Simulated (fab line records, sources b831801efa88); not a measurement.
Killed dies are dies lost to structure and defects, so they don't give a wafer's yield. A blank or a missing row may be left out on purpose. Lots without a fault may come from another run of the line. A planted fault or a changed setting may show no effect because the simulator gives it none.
fab line records | flow sfq_line
record lots=7 wafers=21 last_day=91
route steps=325 shown I3@137 M4@148
lots that met no fault: from a run of the same line without faults
start_h: hours from the record's first day to the start of the lot's first wafer shown | wait_h: hours since the lot's step before | " the same as in the row above | L1.1+2: a row that stands for several wafers | - no value, or no start given | * or withheld: withheld | < > ~ a bound
route shown NAME@n: a module of which the file shows steps, and the number in the route of the first | usual: mean/standard deviation of fault-free wafers | same: alike in all rows | chamber/n: place in a boat | sites: the reading at each site | _std_site: their standard deviation | _edge_site: outer sites' mean less inner sites' | radius_mm: how far each site lies from the wafer's centre | mask NAME#n: copy n | behind: the tool/chamber that last shaped the wafer | hold: why the lot was held/for how many hours/how that ended | device: the transistor (n, p or np) that didn't switch | end of line: the same wafers' tests at the end of the route | a step without rows: its recipe alone | killed: dies lost to structure and defects at the first sort, not the wafer's yield | map: a wafer's dies, x killed, . not, _ none there
set.NAME: the setting as run; set.NAME@STEP: as run at that earlier step | model.NAME: the simulator's own value behind a step, which no gauge read
lots at some steps of the route; a table a step, a row a wafer
services: from which hour (start_h, from the record's first day; less than 0 if before it) a tool's chamber was out of use, for how many hours, and why
## steps
# step SFQ_TRILAYER_I3_VIA_LITHO_COAT_090
# recipe resist=BARC spin_rpm=3000 resist_thk_nm=62
# step SFQ_TRILAYER_I3_VIA_LITHO_COAT_085
# recipe resist=KrF spin_rpm=3000 resist_thk_nm=650
# step SFQ_TRILAYER_I3_VIA_LITHO_SOFTBAKE_089
# recipe temp_c=withheld time_s=withheld resist=KrF
# step SFQ_TRILAYER_I3_VIA_LITHO_EXPOSE_086
# recipe mask_id=I3 na=0.6 source_shape=conventional sigma_outer=0.65 target_cd_nm=500 dose_mj=21.3
# step SFQ_TRILAYER_I3_VIA_LITHO_PEB_088
# recipe peb_temp_c=115 peb_time_s=60 resist=KrF
# step SFQ_TRILAYER_I3_VIA_LITHO_DEVELOP_087
# recipe time_s=60 resist=KrF
# step SFQ_I3_OVL_MEAS_923
# usual I3_OVL=-3/5.4
# columns lot.wafer tool chamber start_h wait_h I3_OVL[nm]
L838.1 overlay-01 - 855.31 0.1 -4
L838.2 " - " " -3
L838.5 " - " " -9
L841.1 overlay-02 - 900.25 0.1 2
L841.5 " - " " -3
L841.6 " - " " -7
L845.1 overlay-01 - 1026.64 0.1 -7
L845.2 " - " " -7
L845.4 " - " " -6
L846.4 overlay-02 - 1051.98 0.1 4
L846.5 " - " " -9
L846.6 " - " " 3
L847.1 overlay-01 - 1054.36 0.1 -9
L847.2 " - " " -12
L847.6 " - " " -5
L848.1 overlay-02 - 1057.96 0.1 0
L848.4 " - " " -3
L848.6 " - " " 2
L853.2 overlay-01 - 1108.87 0.1 0
L853.3 " - " " 0
L853.5 " - " " -1
# step SFQ_TRILAYER_I3_VIA_BARC_OPEN_VIA_ETCH_121
# recipe mask_material=PR chemistry=O2 target_depth_nm=125 target=BARC source_w=500 bias_w=80 pressure_mtorr=30 time_s=41.7
# usual drypump_motor_current_A=5.9/0.55 oes_product_au=0.685/0.0045
# columns lot.wafer tool chamber start_h wait_h drypump_motor_current_A oes_product_au rf_hours_counter_h
L838.1 rie_diel-04 0 855.35 0.0 5.2 0.683 16
L838.2 " 3 " " 5.8 0.689 33
L838.5 " 2 " " 6.2 0.687 -
L841.1 rie_diel-03 3 900.29 0.0 6.7 0.686 1
L841.5 " 3 " " 6.7 0.696 -
L841.6 " 2 " " 5.8 0.684 -
L845.1 rie_diel-04 3 1026.67 0.0 5.8 0.689 2
L845.2 " 1 " " 6.4 0.683 8
L845.4 " 0 " " 5.2 0.682 -
L846.4 rie_diel-03 0 1052.00 0.0 6.4 0.687 0
L846.5 " 2 " " 5.7 0.686 -
L846.6 " 3 " " 6.7 0.682 -
L847.1 rie_diel-02 1 1054.40 0.0 5.8 0.678 20
L847.2 " 0 " " 5.0 0.682 12
L847.6 " 2 " " 6.7 0.684 -
L848.1 rie_diel-03 0 1058.00 0.0 6.3 0.693 0
L848.4 " 2 " " 5.8 0.690 17
L848.6 " 3 " " 6.7 0.685 -
L853.2 rie_diel-02 3 1108.90 0.0 5.6 0.690 13
L853.3 " 0 " " 5.0 0.690 13
L853.5 " 0 " " 5.0 0.680 -
# step SFQ_TRILAYER_I3_VIA_ETCH_VIA_ETCH_088
# recipe target=SiO2 stop_on=Nb mask_material=PR taper_deg=20 chemistry=CHF3 target_depth_nm=260 source_w=500 bias_w=80 pressure_mtorr=30 time_s=withheld
# usual drypump_motor_current_A=5.9/0.55 oes_product_au=0.854/0.005
# columns lot.wafer tool chamber start_h wait_h drypump_motor_current_A oes_product_au
L838.1 rie_diel-04 0 855.39 0.0 5.2 0.855
L838.2 " 3 " " 5.8 0.850
L838.5 " 2 " " 6.2 0.850
L841.1 rie_diel-03 3 900.33 0.0 6.7 0.856
L841.5 " 3 " " 6.7 0.857
L841.6 " 2 " " 5.8 0.855
L845.1 rie_diel-04 3 1026.71 0.0 5.8 0.856
L845.2 " 1 " " 6.4 0.855
L845.4 " 0 " " 5.1 0.851
L846.4 rie_diel-03 0 1052.04 0.0 6.3 0.847
L846.5 " 2 " " 5.8 0.845
L846.6 " 3 " " 6.7 0.855
L847.1 rie_diel-02 1 1054.44 0.0 5.8 0.861
L847.2 " 0 " " 5.0 0.855
L847.6 " 2 " " 6.7 0.848
L848.1 rie_diel-03 0 1058.04 0.0 6.4 0.854
L848.4 " 2 " " 5.8 0.847
L848.6 " 3 " " 6.7 0.855
L853.2 rie_diel-02 3 1108.94 0.0 5.5 0.847
L853.3 " 0 " " 5.0 0.851
L853.5 " 0 " " 5.0 0.852
# step SFQ_TRILAYER_I3_VIA_STRIP_STRIP_089
# recipe gas=O2 power_w=200 platen_temp_c=40 overash_fraction=0.65 chemistry=O2 pressure_mtorr=50
# usual drypump_motor_current_A=5.23/0.28 oes_product_au=1.000/0.012
# columns lot.wafer tool chamber start_h wait_h drypump_motor_current_A oes_product_au rf_hours_counter_h
L838.1 rie_metal-04 1 855.50 - 5.28 0.987 73
L838.2 " 0 " " 5.04 1.010 124
L838.5 " 0 " " 5.07 1.008 -
L841.1 rie_metal-03 1 900.44 - 5.54 1.021 67
L841.5 " 1 " " 5.54 1.012 -
L841.6 " 0 " " 5.25 0.996 -
L845.1 rie_metal-03 0 1026.83 - 5.25 0.997 90
L845.2 " 1 " " 5.54 1.027 83
L845.4 " 0 " " 5.24 0.994 -
L846.4 rie_metal-02 0 1052.35 - 5.66 0.993 -
L846.5 " 0 " " 5.66 0.984 -
L846.6 " 1 " " 4.70 1.018 -
L847.1 rie_metal-03 0 1054.55 - 5.26 0.992 94
L847.2 " 1 " " 5.53 1.014 86
L847.6 " 1 " " 5.53 1.022 -
L848.1 rie_metal-02 1 1058.15 - 4.73 1.008 106
L848.4 " 1 " " 4.72 1.007 -
L848.6 " 0 " " 5.65 0.985 -
L853.2 rie_metal-02 0 1109.05 - 5.67 0.987 107
L853.3 " 0 " " 5.67 0.985 -
L853.5 " 0 " " 5.65 0.998 -
# step SFQ_TRILAYER_I3_VIA_STRIP_SOLV_CLEAN_090
# recipe chemistry=NMP temp_c=70 time_s=600
# step SFQ_TRILAYER_M4_DEP_PRE_CLEAN_092
# recipe gas=Ar time_s=22.5 bias_v=250
# step SFQ_TRILAYER_M4_DEP_SPUTTER_091
# recipe material=Nb base_pressure_pa=1.33e-06 chamber_pressure_pa=0.1333 substrate_temp_c=20 resputter_cathode_voltage_v=400 target_thk_nm=200 power_w=2000 time_s=133.3
# usual throttle_valve_pct=30.1/0.85
# columns lot.wafer tool chamber start_h wait_h throttle_valve_pct
L838.1 pvd_sputter-05 - 856.30 0.0 29.3
L838.2 " - " " 29.4
L838.5 " - " " 29.5
L841.1 pvd_sputter-04 - 901.24 0.0 30.6
L841.5 " - " " 30.5
L841.6 " - " " 29.4
L845.1 pvd_sputter-03 - 1027.63 0.0 31.0
L845.2 " - " " 29.0
L845.4 " - " " 30.9
L846.4 pvd_sputter-05 - 1052.97 0.0 29.6
L846.5 " - " " 29.6
L846.6 " - " " 29.5
L847.1 pvd_sputter-03 - 1055.35 0.0 30.3
L847.2 " - " " 31.3
L847.6 " - " " 31.5
L848.1 pvd_sputter-05 - 1058.95 0.0 29.7
L848.4 " - " " 29.6
L848.6 " - " " 29.0
L853.2 pvd_sputter-05 - 1109.85 0.0 29.3
L853.3 " - " " 29.7
L853.5 " - " " 29.4
# step SFQ_M4_RS_MEAS_924
# recipe thk_meas_gauge=four-point-probe reads=Nb_of_TRILAYER_M4_DEP_SPUTTER_091
# usual M4_NB_RS=0.891/0.011
# columns lot.wafer tool chamber start_h wait_h M4_NB_RS[ohm/sq]
L838.1 film_metro-01 - 856.39 0.0 0.888
L838.2 " - " " 0.881
L838.5 " - " " 0.889
L841.1 film_metro-01 - 901.33 0.0 0.907
L841.5 " - " " 0.912
L841.6 " - " " 0.909
L845.1 film_metro-04 - 1027.72 0.0 0.892
L845.2 " - " " 0.900
L845.4 " - " " 0.885
L846.4 film_metro-01 - 1053.12 0.1 1.093
L846.5 " - " " 1.085
L846.6 " - " " 1.093
L847.1 film_metro-02 - 1055.45 0.0 0.898
L847.2 " - " " 0.907
L847.6 " - " " 0.898
L848.1 film_metro-02 - 1059.05 0.0 1.083
L848.4 " - " " 1.096
L848.6 " - " " 1.067
L853.2 film_metro-02 - 1109.97 0.1 1.117
L853.3 " - " " 1.097
L853.5 " - " " 1.116
# step SFQ_TRILAYER_M4_LITHO_COAT_098
# recipe resist=BARC spin_rpm=3000 resist_thk_nm=62
# step SFQ_TRILAYER_M4_LITHO_COAT_093
# recipe resist=KrF spin_rpm=3000 resist_thk_nm=600
# step SFQ_TRILAYER_M4_LITHO_SOFTBAKE_097
# recipe temp_c=withheld time_s=withheld resist=KrF
# step SFQ_TRILAYER_M4_LITHO_EXPOSE_094
# recipe mask_id=M4 na=0.6 source_shape=conventional sigma_outer=0.65 target_cd_nm=500 dose_mj=14.4
# step SFQ_TRILAYER_M4_LITHO_PEB_096
# recipe peb_temp_c=115 peb_time_s=60 resist=KrF
# step SFQ_TRILAYER_M4_LITHO_DEVELOP_095
# recipe time_s=60 resist=KrF
# step SFQ_M4_OVL_MEAS_926
# usual M4_OVL=4/5.4
# columns lot.wafer tool chamber start_h wait_h M4_OVL[nm]
L838.1 overlay-01 - 990.51 0.1 4
L838.2 " - " " 9
L838.5 " - " " 7
L841.1 overlay-02 - 1038.76 0.1 10
L841.5 " - " " 9
L841.6 " - " " -1
L845.1 overlay-01 - 1051.06 0.1 11
L845.2 " - " " 15
L845.4 " - " " 10
L846.4 overlay-02 - 1055.51 0.1 7
L846.5 " - " " 10
L846.6 " - " " 6
L847.1 overlay-01 - 1057.88 0.1 6
L847.2 " - " " 3
L847.6 " - " " 11
L848.1 overlay-02 - 1061.48 0.1 8
L848.4 " - " " 2
L848.6 " - " " 1
L853.2 overlay-02 - 1112.38 0.1 0
L853.3 " - " " 0
L853.5 " - " " -3
# step SFQ_TRILAYER_M4_BARC_OPEN_METAL_ETCH_123
# recipe mask_material=PR chemistry=O2 target_depth_nm=125 target=BARC icp_w=600 bias_w=80 pressure_mtorr=10 time_s=41.7
# usual drypump_motor_current_A=5.42/0.23 oes_product_au=0.686/0.004
# columns lot.wafer tool chamber start_h wait_h drypump_motor_current_A oes_product_au rf_hours_counter_h
L838.1 rie_metal-03 1 990.55 0.0 5.52 0.690 78
L838.2 " 0 " " 5.21 0.692 85
L838.5 " 0 " " 5.24 0.683 -
L841.1 rie_metal-01 1 1038.80 0.0 5.39 0.691 44
L841.5 " 1 " " 5.38 0.686 -
L841.6 " 0 " " 5.85 0.691 -
L845.1 rie_metal-03 0 1051.10 0.0 5.25 0.692 93
L845.2 " 1 " " 5.52 0.679 86
L845.4 " 1 " " 5.53 0.689 -
L846.4 rie_metal-01 0 1055.55 0.0 5.82 0.684 -
L846.5 " 0 " " 5.84 0.683 -
L846.6 " 1 " " 5.37 0.682 -
L847.1 rie_metal-03 1 1057.91 0.0 5.52 0.684 87
L847.2 " 0 " " 5.29 0.680 94
L847.6 " 0 " " 5.26 0.685 -
L848.1 rie_metal-01 1 1061.51 0.0 5.38 0.677 48
L848.4 " 0 " " 5.81 0.686 -
L848.6 " 0 " " 5.82 0.689 -
L853.2 rie_metal-04 1 1112.41 0.0 5.31 0.686 106
L853.3 " 1 " " 5.34 0.693 -
L853.5 " 1 " " 5.32 0.678 -
# step SFQ_TRILAYER_M4_ETCH_METAL_ETCH_096
# recipe target=Nb stop_on=SiO2 mask_material=PR chemistry=Cl2/Ar target_depth_nm=240 icp_w=600 bias_w=80 pressure_mtorr=10 time_s=120
# usual drypump_motor_current_A=5.42/0.23 oes_product_au=0.892/0.0077
# columns lot.wafer tool chamber start_h wait_h drypump_motor_current_A oes_product_au rf_hours_counter_h
L838.1 rie_metal-03 1 990.61 0.0 5.52 0.888 78
L838.2 " 0 " " 5.22 0.896 85
L838.5 " 0 " " 5.23 0.889 -
L841.1 rie_metal-01 1 1038.86 0.0 5.40 0.877 44
L841.5 " 1 " " 5.39 0.888 -
L841.6 " 0 " " 5.83 0.886 -
L845.1 rie_metal-03 0 1051.16 0.0 5.23 0.891 93
L845.2 " 1 " " 5.51 0.886 86
L845.4 " 1 " " 5.50 0.898 -
L846.4 rie_metal-01 0 1055.63 0.1 5.84 0.816 -
L846.5 " 0 " " 5.82 0.812 -
L846.6 " 1 " " 5.38 0.821 -
L847.1 rie_metal-03 1 1057.97 0.0 5.51 0.889 87
L847.2 " 0 " " 5.22 0.890 94
L847.6 " 0 " " 5.23 0.895 -
L848.1 rie_metal-01 1 1061.57 0.0 5.38 0.814 48
L848.4 " 0 " " 5.83 0.815 -
L848.6 " 0 " " 5.81 0.826 -
L853.2 rie_metal-04 1 1112.47 0.0 5.31 0.804 106
L853.3 " 1 " " 5.30 0.813 -
L853.5 " 1 " " 5.32 0.808 -
# step SFQ_TRILAYER_M4_STRIP_STRIP_097
# recipe gas=O2 power_w=200 platen_temp_c=40 overash_fraction=0.65 chemistry=O2 pressure_mtorr=50
# usual drypump_motor_current_A=5.42/0.22 oes_product_au=0.999/0.014
# columns lot.wafer tool chamber start_h wait_h drypump_motor_current_A oes_product_au rf_hours_counter_h
L838.1 rie_metal-03 1 990.73 0.1 5.53 1.015 78
L838.2 " 0 " " 5.21 0.996 85
L838.5 " 0 " " 5.25 1.004 -
L841.1 rie_metal-01 1 1038.98 0.1 5.37 1.012 44
L841.5 " 1 " " 5.38 0.999 -
L841.6 " 0 " " 5.87 0.990 -
L845.1 rie_metal-03 0 1051.28 0.1 5.23 0.995 93
L845.2 " 1 " " 5.51 1.018 86
L845.4 " 1 " " 5.51 1.017 -
L846.4 rie_metal-01 0 1055.91 0.2 5.85 0.979 -
L846.5 " 0 " " 5.83 0.985 -
L846.6 " 1 " " 5.36 1.013 -
L847.1 rie_metal-03 1 1058.10 0.1 5.50 1.024 87
L847.2 " 0 " " 5.22 1.001 94
L847.6 " 0 " " 5.24 0.998 -
L848.1 rie_metal-01 1 1061.70 0.1 5.39 1.004 48
L848.4 " 0 " " 5.83 0.974 -
L848.6 " 0 " " 5.81 0.989 -
L853.2 rie_metal-04 1 1112.60 0.1 5.30 0.993 107
L853.3 " 1 " " 5.29 0.993 -
L853.5 " 1 " " 5.27 0.983 -
## services
# columns tool chamber start_h hours kind
rie_diel-03 2 835.72 6.5 repair
rie_metal-03 - 838.47 2.6 repair
rie_metal-03 - 845.22 1.0 repair
rie_diel-04 1 861.68 7.4 repair
rie_metal-03 - 869.41 1.4 pm
rie_diel-02 2 872.78 13.6 repair
rie_diel-04 - 879.86 0.1 repair
rie_diel-04 3 911.57 8.2 repair
rie_diel-04 0 915.36 15.6 repair
rie_diel-04 2 926.08 18.5 repair
rie_metal-04 0 943.20 3.1 repair
rie_diel-04 2 958.43 7.4 repair
rie_metal-04 0 961.39 12.6 repair
rie_metal-03 - 975.87 0.6 repair
rie_diel-04 2 1006.26 132.0 repair
rie_diel-02 2 1015.30 6.9 repair
rie_diel-04 - 1027.43 2.2 repair
pvd_sputter-05 - 1028.88 9.4 repair
pvd_sputter-05 - 1037.05 3.0 repair
rie_metal-04 - 1049.93 2.8 pm
rie_metal-03 - 1061.18 10.0 pm
rie_diel-03 3 1068.09 12.8 repair
rie_metal-01 - 1070.39 0.4 repair
rie_diel-02 0 1083.68 3.8 repair
## key
first_sign step=SFQ_M4_RS_MEAS_924 reading=M4_NB_RS direction=up sigmas=18 usual=0.891 struck=1.094
effect step=SFQ_TRILAYER_M4_ETCH_METAL_ETCH_096 reading=oes_product_au direction=down sigmas=10 usual=0.892 struck=0.815
met_at SFQ_TRILAYER_M4_DEP_SPUTTER_091
struck_wafers L846.4,L846.5,L846.6,L848.1,L848.4,L848.6,L853.2,L853.3,L853.5
onset_between 856.30 1052.97
also_fits SFQ_TRILAYER_I3_VIA_STRIP_STRIP_089:rie_metal-02
fault kind=site_profile_drift tool=pvd_sputter-05 chamber=- onset_h=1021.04 steps=SFQ_TRILAYER_M4_DEP_SPUTTER_091 basis=fraction max_abs_drift=0.34182 slope_share_per_hr=75.961 site_pattern=0,0,0,0,0,-1,-1,-1,-1
